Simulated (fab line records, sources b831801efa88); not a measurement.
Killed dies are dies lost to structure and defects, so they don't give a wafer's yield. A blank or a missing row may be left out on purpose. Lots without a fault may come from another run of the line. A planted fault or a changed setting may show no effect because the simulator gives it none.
fab line records | flow sky130 | part 1 of 2: steps 1 to 23 of 24
record lots=7 wafers=21 last_day=50
route steps=708 shown LI_CONTACT@381 LOCAL_INTERCONNECT@387 PAD_OPEN@708
lots that met no fault: from a run of the same line without faults
start_h: hours from the record's first day to the start of the lot's first wafer shown | wait_h: hours since the lot's step before | " the same as in the row above | L1.1+2: a row that stands for several wafers | - no value, or no start given | * or withheld: withheld | < > ~ a bound
route shown NAME@n: a module of which the file shows steps, and the number in the route of the first | usual: mean/standard deviation of fault-free wafers | same: alike in all rows | chamber/n: place in a boat | sites: the reading at each site | _std_site: their standard deviation | _edge_site: outer sites' mean less inner sites' | radius_mm: how far each site lies from the wafer's centre | mask NAME#n: copy n | behind: the tool/chamber that last shaped the wafer | hold: why the lot was held/for how many hours/how that ended | device: the transistor (n, p or np) that didn't switch | end of line: the same wafers' tests at the end of the route | a step without rows: its recipe alone | killed: dies lost to structure and defects at the first sort, not the wafer's yield | map: a wafer's dies, x killed, . not, _ none there
set.NAME: the setting as run; set.NAME@STEP: as run at that earlier step | model.NAME: the simulator's own value behind a step, which no gauge read
lots at some steps of the route; a table a step, a row a wafer
services: from which hour (start_h, from the record's first day; less than 0 if before it) a tool's chamber was out of use, for how many hours, and why
## steps
# step SKY_LI_CONTACT_SPUTTER_19
# recipe material=Ti target_thk_nm=20 chamber_pressure_pa=5 power_w=2500 substrate_temp_c=200 time_s=106.37
# usual throttle_valve_pct=30.0/1.2
# columns lot.wafer tool chamber start_h wait_h throttle_valve_pct
L707.2 pvd_sputter-03 - 706.56 0.0 30.2
L707.4 " - " " 28.5
L707.6 " - " " 30.2
L713.2 pvd_sputter-03 - 760.90 0.0 31.3
L713.3 " - " " 30.1
L713.6 " - " " 31.0
L715.2 pvd_sputter-04 - 775.36 0.0 30.3
L715.4 " - " " 31.2
L715.5 " - " " 31.0
L716.2 pvd_sputter-04 - 792.67 0.0 30.4
L716.3 " - " " 30.7
L716.6 " - " " 30.8
L720.3 pvd_sputter-01 - 811.32 0.0 29.1
L720.4 " - " " 31.0
L720.6 " - " " 28.2
L723.3 pvd_sputter-01 - 834.79 0.0 28.1
L723.4 " - " " 31.1
L723.5 " - " " 31.3
L724.3 pvd_sputter-03 - 849.80 0.0 30.4
L724.4 " - " " 29.7
L724.5 " - " " 31.2
# step SKY_LI_CONTACT_SPUTTER_20
# recipe material=TiN target_thk_nm=20 chamber_pressure_pa=5 power_w=4000 time_s=80
# usual throttle_valve_pct=30.0/1.2
# columns lot.wafer tool chamber start_h wait_h throttle_valve_pct
L707.2 pvd_sputter-03 - 706.63 0.0 30.2
L707.4 " - " " 28.1
L707.6 " - " " 29.9
L713.2 pvd_sputter-03 - 760.98 0.0 31.5
L713.3 " - " " 30.2
L713.6 " - " " 31.4
L715.2 pvd_sputter-04 - 775.43 0.0 30.3
L715.4 " - " " 30.9
L715.5 " - " " 31.0
L716.2 pvd_sputter-04 - 792.74 0.0 30.4
L716.3 " - " " 30.6
L716.6 " - " " 30.8
L720.3 pvd_sputter-01 - 811.39 0.0 29.4
L720.4 " - " " 31.2
L720.6 " - " " 28.2
L723.3 pvd_sputter-01 - 834.87 0.0 28.1
L723.4 " - " " 31.1
L723.5 " - " " 30.7
L724.3 pvd_sputter-03 - 849.88 0.0 30.0
L724.4 " - " " 29.5
L724.5 " - " " 31.3
# step SKY_LI_CONTACT_CVD_21
# recipe material=W target_thk_nm=400 time_s=120.56 temp_c=400 pressure_torr=40
# usual heater_power_w=889/44
# columns lot.wafer tool chamber start_h wait_h heater_power_w
L707.2 cvd_w-01 0 706.69 0.0 874
L707.4 " 0 " " 851
L707.6 " 1 " " 888
L713.2 cvd_w-02 1 761.04 0.0 838
L713.3 " 1 " " 830
L713.6 " 1 " " 868
L715.2 cvd_w-01 0 775.49 0.0 876
L715.4 " 1 " " 889
L715.5 " 0 " " 829
L716.2 cvd_w-02 0 792.80 0.0 943
L716.3 " 0 " " 950
L716.6 " 0 " " 946
L720.3 cvd_w-01 1 811.50 0.1 896
L720.4 " 0 " " 856
L720.6 " 1 " " 911
L723.3 cvd_w-02 0 834.97 0.1 967
L723.4 " 1 " " 866
L723.5 " 1 " " 854
L724.3 cvd_w-02 0 849.98 0.1 973
L724.4 " 1 " " 829
L724.5 " 0 " " 938
# step SKY_LI_CONTACT_RS_MEAS_22
# recipe thk_meas_gauge=four-point-probe reads=W_of_LI_CONTACT_CVD_21+TiN_of_LI_CONTACT_SPUTTER_20+Ti_of_LI_CONTACT_SPUTTER_19
# usual LI_CONTACT_W_RS=0.288/0.0033
# columns lot.wafer tool chamber start_h wait_h LI_CONTACT_W_RS[ohm/sq]
L707.2 film_metro-01 - 706.84 0.1 0.288
L707.4 " - " " 0.288
L707.6 " - " " 0.293
L713.2 film_metro-03 - 761.18 0.1 0.286
L713.3 " - " " 0.290
L713.6 " - " " 0.287
L715.2 film_metro-01 - 775.64 0.1 0.286
L715.4 " - " " 0.286
L715.5 " - " " 0.287
L716.2 film_metro-03 - 792.95 0.1 0.290
L716.3 " - " " 0.286
L716.6 " - " " 0.286
L720.3 film_metro-01 - 811.62 0.1 0.284
L720.4 " - " " 0.280
L720.6 " - " " 0.282
L723.3 film_metro-04 - 835.10 0.1 0.293
L723.4 " - " " 0.296
L723.5 " - " " 0.296
L724.3 film_metro-04 - 850.10 0.1 0.285
L724.4 " - " " 0.290
L724.5 " - " " 0.288
# step SKY_LI_CONTACT_THK_MEAS_23
# recipe thk_meas_gauge=xrf reads=W_of_LI_CONTACT_CVD_21
# usual LI_CONTACT_W_THK=403/6.7
# columns lot.wafer tool chamber start_h wait_h LI_CONTACT_W_THK[nm]
L707.2 film_metro-01 - 706.95 0.1 409
L707.4 " - " " 407
L707.6 " - " " 400
L713.2 film_metro-03 - 761.29 0.1 407
L713.3 " - " " 400
L713.6 " - " " 402
L715.2 film_metro-01 - 775.75 0.1 403
L715.4 " - " " 405
L715.5 " - " " 404
L716.2 film_metro-03 - 793.06 0.1 392
L716.3 " - " " 398
L716.6 " - " " 402
L720.3 film_metro-01 - 811.72 0.1 416
L720.4 " - " " 421
L720.6 " - " " 419
L723.3 film_metro-04 - 835.20 0.1 398
L723.4 " - " " 393
L723.5 " - " " 393
L724.3 film_metro-04 - 850.20 0.1 409
L724.4 " - " " 400
L724.5 " - " " 403
# step SKY_LI_CONTACT_CMP_24
# recipe stop_on=PSG t_overpolish_s=20 down_force_psi=3.5 platen_rpm=60 target_thk_nm=0 pad_velocity_m_s=0.94248
# usual motor_current_A=10.6/1.1 overpolish_run_s=20.000/0.0097 slurry_flow_ml_min=149.9/0.51 time_to_endpoint_s=93/4.7
# same t_overpolish_s=20
# columns lot.wafer tool chamber start_h wait_h motor_current_A overpolish_run_s slurry_flow_ml_min time_to_endpoint_s
L707.4 cmp-01 2 707.05 0.1 12.4 19.989 150.1 96
L707.2 " 0 " " 9.1 19.981 149.2 94
L707.6 " 1 " " 10.0 20.008 150.7 97
L713.2 cmp-02 2 761.44 0.1 9.8 20.000 149.7 97
L713.3 " 3 " " 9.3 19.984 149.8 96
L713.6 " 1 " " 10.0 19.995 150.2 93
L715.4 cmp-01 1 775.85 0.1 10.1 20.014 149.9 99
L715.2 " 2 " " 12.4 20.009 150.1 98
L715.5 " 0 " " 9.4 19.983 149.1 91
L716.2 cmp-02 1 793.16 0.1 10.1 19.995 150.5 95
L716.3 " 2 " " 10.0 19.997 150.1 96
L716.6 " 0 " " 11.6 20.005 149.9 88
L720.4 cmp-02 2 811.86 0.1 9.6 20.011 150.1 102
L720.3 " 3 " " 9.3 19.998 150.2 103
L720.6 " 0 " " 12.7 20.005 150.9 89
L723.4 cmp-02 2 835.34 0.1 9.8 19.997 149.4 91
L723.3 " 0 " " 12.4 19.985 149.3 86
L723.5 " 3 " " 9.0 19.998 149.7 97
L724.3 cmp-02 1 850.34 0.1 10.0 19.986 150.5 99
L724.4 " 2 " " 9.6 20.000 150.3 98
L724.5 " 0 " " 12.2 20.008 150.4 87
# step SKY_LOCAL_INTERCONNECT_SPUTTER_00
# recipe material=TiN target_thk_nm=100 temp_c=300 power_w=6500 time_s=83.3 chamber_pressure_pa=0.4
# step SKY_LOCAL_INTERCONNECT_RS_MEAS_01
# recipe thk_meas_gauge=four-point-probe reads=TiN_of_LOCAL_INTERCONNECT_SPUTTER_00
# usual LOCAL_INTERCONNECT_TIN_RS=14.19/0.18
# columns lot.wafer tool chamber start_h wait_h LOCAL_INTERCONNECT_TIN_RS[ohm/sq]
L707.2 film_metro-01 - 707.38 0.1 13.93
L707.4 " - " " 13.97
L707.6 " - " " 14.06
L713.2 film_metro-04 - 761.73 0.1 14.19
L713.3 " - " " 14.18
L713.6 " - " " 14.25
L715.2 film_metro-02 - 776.18 0.1 14.54
L715.4 " - " " 14.51
L715.5 " - " " 14.49
L716.2 film_metro-01 - 793.49 0.1 14.60
L716.3 " - " " 14.42
L716.6 " - " " 14.43
L720.3 film_metro-02 - 812.16 0.1 14.11
L720.4 " - " " 14.22
L720.6 " - " " 14.11
L723.3 film_metro-04 - 835.74 0.1 14.05
L723.4 " - " " 14.06
L723.5 " - " " 14.06
L724.3 film_metro-04 - 850.65 0.1 14.19
L724.4 " - " " 14.18
L724.5 " - " " 13.99
# step SKY_LOCAL_INTERCONNECT_THK_MEAS_02
# recipe thk_meas_gauge=xrf reads=TiN_of_LOCAL_INTERCONNECT_SPUTTER_00
# usual LOCAL_INTERCONNECT_TIN_THK=98.6/1.1
# columns lot.wafer tool chamber start_h wait_h LOCAL_INTERCONNECT_TIN_THK[nm]
L707.2 film_metro-01 - 707.49 0.1 99.9
L707.4 " - " " 100.4
L707.6 " - " " 99.1
L713.2 film_metro-04 - 761.84 0.1 98.8
L713.3 " - " " 98.8
L713.6 " - " " 98.0
L715.2 film_metro-02 - 776.29 0.1 96.5
L715.4 " - " " 96.2
L715.5 " - " " 96.5
L716.2 film_metro-01 - 793.60 0.1 96.7
L716.3 " - " " 97.6
L716.6 " - " " 97.9
L720.3 film_metro-02 - 812.26 0.1 98.6
L720.4 " - " " 97.8
L720.6 " - " " 98.3
L723.3 film_metro-04 - 835.84 0.1 98.9
L723.4 " - " " 98.8
L723.5 " - " " 99.0
L724.3 film_metro-04 - 850.75 0.1 98.4
L724.4 " - " " 98.5
L724.5 " - " " 100.3
# step SKY_LOCAL_INTERCONNECT_DEHYDRATE_03
# recipe temp_c=200 time_s=60
# step SKY_LOCAL_INTERCONNECT_HMDS_04
# recipe prime_time_s=60 prime_temp_c=120
# step SKY_LOCAL_INTERCONNECT_COAT_05
# recipe resist=BARC temp_c=withheld time_s=withheld spin_rpm=3000 resist_thk_nm=60
# step SKY_LOCAL_INTERCONNECT_COAT_06
# recipe resist=KrF-thick spin_rpm=3000 resist_thk_nm=450
# usual spin_speed_rpm=2999.7/2.4
# columns lot.wafer tool chamber start_h wait_h spin_speed_rpm model.KrF-thick_of_LOCAL_INTERCONNECT_COAT_06.thk_nm
L707.2 litho_track-03 0 721 - 2996.5 449.9
L707.4 " 0 " " 3002.1 451.3
L707.6 " 0 " " 2991.9 450.2
L713.2 litho_track-02 0 774 - 3120.1 441.3
L713.3 " 0 " " 3128.4 441
L713.6 " 0 775 - 3119.3 441.6
L715.2 litho_track-02 0 789 - 3123.7 440.3
L715.4 " 0 " " 3127.5 442.2
L715.5 " 0 " " 3121.6 440.8
L716.2 litho_track-02 0 806 - 3126.6 441.4
L716.3 " 0 " " 3126.2 441.4
L716.6 " 0 " " 3125.7 441.6
L720.3 litho_track-04 0 825 - 2999.2 447.2
L720.4 " 0 " " 3000.9 447.9
L720.6 " 0 " " 2997.9 448.7
L723.3 litho_track-04 0 849 - 2999.0 453.9
L723.4 " 0 " " 3001.2 451.7
L723.5 " 0 " " 3001.1 451.2
L724.3 litho_track-02 0 863 - 3001.5 454
L724.4 " 0 " " 3002.3 452.4
L724.5 " 0 " " 3001.9 454
# step SKY_LOCAL_INTERCONNECT_SOFTBAKE_07
# recipe temp_c=100 time_s=90 resist=KrF-thick
# step SKY_LOCAL_INTERCONNECT_EXPOSE_08
# recipe mask_id=LI1M na=0.8 source_shape=annular sigma_inner=0.55 sigma_outer=0.85 target_cd_nm=170 dose_mj=28
# step SKY_LOCAL_INTERCONNECT_PEB_09
# recipe peb_temp_c=withheld peb_time_s=withheld resist=KrF-thick
# step SKY_LOCAL_INTERCONNECT_DEVELOP_10
# recipe develop_time_s=60 resist=KrF-thick dev_temp_c=21
# step SKY_LOCAL_INTERCONNECT_CD_MEAS_11
# recipe target_cd_nm=170
# usual cd_nm=169.9/1.7
# columns lot.wafer tool chamber start_h wait_h cd_nm
L707.2 cd_sem-02 - 736.91 - 170.0
L707.4 " - " " 168.9
L707.6 " - " " 167.5
L713.2 cd_sem-01 - 787.85 - 169.6
L713.3 " - " " 169.7
L713.6 " - " " 171.9
L715.2 cd_sem-02 - 801.99 - 172.6
L715.4 " - " " 172.7
L715.5 " - " " 170.1
L716.2 cd_sem-01 - 820.18 - 171.3
L716.3 " - " " 171.8
L716.6 " - " " 170.7
L720.3 cd_sem-02 - 838.70 - 171.8
L720.4 " - " " 172.0
L720.6 " - " " 171.7
L723.3 cd_sem-01 - 862.63 - 170.0
L723.4 " - " " 169.8
L723.5 " - " " 169.9
L724.3 cd_sem-01 - 877.45 - 171.0
L724.4 " - " " 169.8
L724.5 " - " " 172.2
# step SKY_LOCAL_INTERCONNECT_OVL_MEAS_12
# usual LOCAL_INTERCONNECT_OVL=-1/5.4
# columns lot.wafer tool chamber start_h wait_h LOCAL_INTERCONNECT_OVL[nm]
L707.2 overlay-02 - 737.02 0.1 5
L707.4 " - " " 5
L707.6 " - " " -6
L713.2 overlay-01 - 787.96 0.1 2
L713.3 " - " " -7
L713.6 " - " " 4
L715.2 overlay-01 - 802.10 0.1 -6
L715.4 " - " " -5
L715.5 " - " " 2
L716.2 overlay-02 - 820.29 0.1 5
L716.3 " - " " 4
L716.6 " - " " 12
L720.3 overlay-01 - 838.79 0.1 -11
L720.4 " - " " -7
L720.6 " - " " -9
L723.3 overlay-01 - 862.73 0.1 0
L723.4 " - " " -2
L723.5 " - " " -4
L724.3 overlay-01 - 877.54 0.1 10
L724.4 " - " " 2
L724.5 " - " " 7
# step SKY_LOCAL_INTERCONNECT_ETCH_13
# recipe chemistry=N2/H2 target=BARC ion_energy_ev=200 bias_w=100 pressure_mtorr=30 n2_flow_sccm=100 h2_flow_sccm=200 icp_w=500 stop_on=SiO2 time_s=45.9 target_depth_a=600
# usual drypump_motor_current_A=5.9/0.44 he_backside_leak_sccm=3.20/0.12 oes_product_au=0.854/0.0051 rf_fwd_power_W=495.4/1.8 throttle_valve_pct=13.224/0.0088
# columns lot.wafer tool chamber start_h wait_h drypump_motor_current_A he_backside_leak_sccm oes_product_au rf_fwd_power_W rf_hours_counter_h throttle_valve_pct
L707.2 rie_metal-04 0 737.05 0.0 6.1 3.26 0.852 492.0 3 13.222
L707.4 " 0 " " 6.2 3.18 0.858 493.9 - 13.228
L707.6 " 0 " " 6.1 3.20 0.854 493.0 - 13.221
L713.2 rie_metal-01 1 787.99 0.0 5.1 3.38 0.845 493.0 7 13.236
L713.3 " 1 " " 5.1 3.44 0.860 490.7 - 13.208
L713.6 " 1 " " 5.1 3.34 0.854 494.3 - 13.232
L715.2 rie_metal-01 0 802.13 0.0 5.9 3.09 0.853 496.6 14 13.224
L715.4 " 1 " " 5.1 3.36 0.853 494.7 - 13.227
L715.5 " 0 " " 5.9 3.23 0.845 496.1 - 13.226
L716.2 rie_metal-04 1 820.32 0.0 6.4 3.20 0.858 495.7 10 13.234
L716.3 " 0 " " 6.2 3.13 0.856 496.8 - 13.214
L716.6 " 1 " " 6.4 3.30 0.864 494.7 - 13.218
L720.3 rie_metal-01 1 838.84 0.0 5.1 3.51 0.862 493.3 - 13.217
L720.4 " 0 " " 5.9 2.99 0.857 494.1 - 13.231
L720.6 " 0 " " 5.9 3.11 0.855 495.3 - 13.217
L723.3 rie_metal-04 0 862.77 0.0 6.2 3.32 0.858 495.4 - 13.221
L723.4 " 1 " " 6.4 3.13 0.855 497.6 - 13.213
L723.5 " 1 " " 6.4 3.27 0.853 496.8 - 13.220
L724.3 rie_metal-02 0 877.59 0.0 5.5 3.13 0.847 494.9 - 13.220
L724.4 " 1 " " 5.8 3.14 0.863 493.7 - 13.221
L724.5 " 1 " " 5.8 3.13 0.854 493.8 - 13.206
# step SKY_LOCAL_INTERCONNECT_METAL_ETCH_14
# recipe target_depth_nm=110 stop_on=PSG chemistry=Cl2/BCl3 target=TiN resist_sidewall_deg=88 pressure_mtorr=10 icp_w=900 bias_w=48.5 Cl2_flow_sccm=60 bcl3_flow_sccm=30 time_s=30.26
# usual drypump_motor_current_A=5.9/0.44 he_backside_leak_sccm=3.22/0.25 oes_product_au=0.960/0.0074 rf_fwd_power_W=889/3.6 throttle_valve_pct=21.888/0.01
# columns lot.wafer tool chamber start_h wait_h drypump_motor_current_A he_backside_leak_sccm oes_product_au rf_fwd_power_W rf_hours_counter_h throttle_valve_pct model.KrF-thick_of_LOCAL_INTERCONNECT_COAT_06.thk_nm
L707.2 rie_metal-04 0 737.11 0.0 6.2 3.37 0.971 888 3 21.885 348.9
L707.4 " 0 " " 6.1 3.13 0.967 890 - 21.871 349.9
L707.6 " 0 " " 6.2 3.33 0.966 887 - 21.877 349
L713.2 rie_metal-01 1 788.05 0.0 5.1 3.44 0.954 881 7 21.903 339.8
L713.3 " 1 " " 5.1 3.37 0.965 888 - 21.888 339.5
L713.6 " 1 " " 5.1 3.39 0.962 885 - 21.895 339.7
L715.2 rie_metal-01 0 802.19 0.0 5.8 3.23 0.946 888 14 21.908 339.1
L715.4 " 1 " " 5.1 3.31 0.955 885 - 21.876 340.7
L715.5 " 0 " " 5.9 3.58 0.940 887 - 21.887 339.6
L716.2 rie_metal-04 1 820.38 0.0 6.4 3.10 0.952 891 10 21.903 343.9
L716.3 " 0 " " 6.1 3.17 0.946 889 - 21.908 340.6
L716.6 " 1 " " 6.4 3.11 0.957 894 - 21.902 343.8
L720.3 rie_metal-01 1 838.90 0.0 5.1 3.47 0.961 885 - 21.903 346.2
L720.4 " 0 " " 5.9 3.22 0.960 896 - 21.876 346.9
L720.6 " 0 " " 5.9 3.14 0.967 893 - 21.878 348.4
L723.3 rie_metal-04 0 862.83 0.0 6.2 3.19 0.960 890 - 21.895 354
L723.4 " 1 " " 6.3 3.02 0.960 892 - 21.889 354.9
L723.5 " 1 " " 6.4 3.04 0.955 893 - 21.896 354.3
L724.3 rie_metal-02 0 877.65 0.0 5.5 3.11 0.961 891 - 21.882 352.3
L724.4 " 1 " " 5.8 2.92 0.957 892 - 21.886 356.6
L724.5 " 1 " " 5.8 3.05 0.957 893 - 21.891 358
# step SKY_LOCAL_INTERCONNECT_STRIP_15
# recipe chemistry=O2/N2 power_w=1400 pressure_mtorr=1500 platen_temp_c=withheld o2_flow_sccm=3000 n2_flow_sccm=300 overash_fraction=0.5
# usual drypump_motor_current_A=5.6/0.33 oes_product_au=0.428/0.0045 strip_time_to_endpoint_s=4.750/0.03
# columns lot.wafer tool chamber start_h wait_h drypump_motor_current_A oes_product_au rf_hours_counter_h strip_time_to_endpoint_s
L707.2 plasma_asher-01 0 737.16 0.0 5.3 0.435 31 4.736
L707.4 " 0 " " 5.2 0.428 - 4.728
L707.6 " 0 " " 5.2 0.426 - 4.732
L713.2 plasma_asher-02 0 788.10 0.0 5.9 0.425 95 4.628
L713.3 " 0 " " 5.8 0.419 - 4.633
L713.6 " 0 " " 5.9 0.420 - 4.611
L715.2 plasma_asher-04 0 802.24 0.0 6.1 0.428 5 4.620
L715.4 " 1 " " 6.0 0.434 - 4.644
L715.5 " 0 " " 6.1 0.415 - 4.622
L716.2 plasma_asher-04 0 820.43 0.0 6.0 0.428 7 4.691
L716.3 " 1 " " 6.0 0.428 - 4.625
L716.6 " 1 " " 6.0 0.428 - 4.680
L720.3 plasma_asher-02 0 838.97 0.1 5.8 0.430 - 4.696
L720.4 " 1 " " 5.4 0.427 - 4.693
L720.6 " 1 " " 5.5 0.428 - 4.717
L723.3 plasma_asher-04 0 862.90 0.1 6.0 0.422 - 4.774
L723.4 " 1 " " 6.0 0.428 - 4.795
L723.5 " 1 " " 6.0 0.434 - 4.784
L724.3 plasma_asher-02 1 877.72 0.1 5.4 0.422 - 4.754
L724.4 " 0 " " 5.9 0.426 - 4.800
L724.5 " 0 " " 5.9 0.423 - 4.817
# step SKY_LOCAL_INTERCONNECT_STRIP_16
# recipe chemistry=post_etch_residue_remover time_s=1200 temp_c=72.5
## key
first_sign step=SKY_LOCAL_INTERCONNECT_COAT_06 reading=spin_speed_rpm direction=up sigmas=52 usual=2999.7 struck=3124.4
effect step=SKY_LOCAL_INTERCONNECT_STRIP_15 reading=strip_time_to_endpoint_s direction=down sigmas=3.7 usual=* struck=*
model_effect step=SKY_LOCAL_INTERCONNECT_COAT_06 value=KrF-thick_of_LOCAL_INTERCONNECT_COAT_06.thk_nm without=450.3 struck=441.3
model_effect step=SKY_LOCAL_INTERCONNECT_METAL_ETCH_14 value=KrF-thick_of_LOCAL_INTERCONNECT_COAT_06.thk_nm without=349.8 struck=340.7
met_at SKY_LOCAL_INTERCONNECT_COAT_06
struck_wafers L713.2,L713.3,L713.6,L715.2,L715.4,L715.5,L716.2,L716.3,L716.6
tester_left_out L713,L715,L716
fault kind=process_parameter_drift tool=litho_track-02 chamber=- onset_h=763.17 steps=SKY_LOCAL_INTERCONNECT_COAT_06 channel=spin_rpm offset=124.44 shape=step end_h=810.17 acts_in=these_recipes_only stated=3000
# tester_left_out: of these lots the tester's yield and bins aren't shown, on N5 and GAA mostly nor the transistor test; their killed dies are dies lost to structure and defects alone, not to doping, threshold or leakage, so they don't give the yield
